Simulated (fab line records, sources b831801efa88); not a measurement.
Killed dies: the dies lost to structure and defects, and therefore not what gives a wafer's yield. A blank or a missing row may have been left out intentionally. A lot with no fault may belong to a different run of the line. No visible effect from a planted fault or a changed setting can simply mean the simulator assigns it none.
Chamber matching -- flow sky130 -- pecvd-03 running SKY_CONTACT_CVD_00: 3 sister chambers
The step deposits Si3N4, target thk 75 nm. 20 wafers are shown with their chamber, then 10 later ones without.

WAFERS, EACH WITH ITS CHAMBER
wafer,chamber,heater_power_w (W)
L075.3,2,972
L075.5,0,818
L075.6,1,898
L077.1,0,783
L077.3,1,837
L077.6,1,829
L079.1,2,1002
L079.4,1,907
L079.6,2,1002
L081.3,1,908
L081.4,2,930
L081.6,1,729
L085.2,2,935
L085.4,1,914
L085.6,2,953
L088.3,0,771
L088.5,0,766
L088.6,2,878
L089.1,0,707
L089.3,2,921

SIGNATURES (means of the wafers above)
reading,chamber 0,chamber 1,chamber 2,scatter within a chamber
heater_power_w,769.00,860.29,949.12,52.3
Rule: a wafer's distance from a chamber is the root of the sum, over the readings, of the square of ((its reading less the chamber's mean) divided by the reading's scatter). If the next closest chamber is less than 2 further off than the closest, the wafer can't be placed; otherwise it belongs to the closest. The scatter is the square root of a quotient: the sum, over the shown wafers, of each reading's squared deviation from its chamber's mean, divided by wafers minus chambers.

WAFERS WITHOUT THEIR CHAMBER
wafer,heater_power_w (W)
L089.6,702
L092.4,736
L092.5,970
L092.6,796
L094.3,842
L094.4,720
L094.5,716
L097.1,800
L097.3,795
L097.4,793

THE CHAMBER EACH PASSED THROUGH
wafer,from the rows above,in truth
L089.6,can't be placed: 0 or 1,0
L092.4,can't be placed: 0 or 1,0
L092.5,can't be placed: 2 or 1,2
L092.6,can't be placed: 0 or 1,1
L094.3,can't be placed: 1 or 0 or 2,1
L094.4,can't be placed: 0 or 1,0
L094.5,can't be placed: 0 or 1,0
L097.1,can't be placed: 0 or 1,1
L097.3,can't be placed: 0 or 1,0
L097.4,can't be placed: 0 or 1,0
Correctly placed: 0 of 10. From these rows, 10 cannot be placed; in 10 the true chamber is one of the candidates. Number placed wrongly: 0.
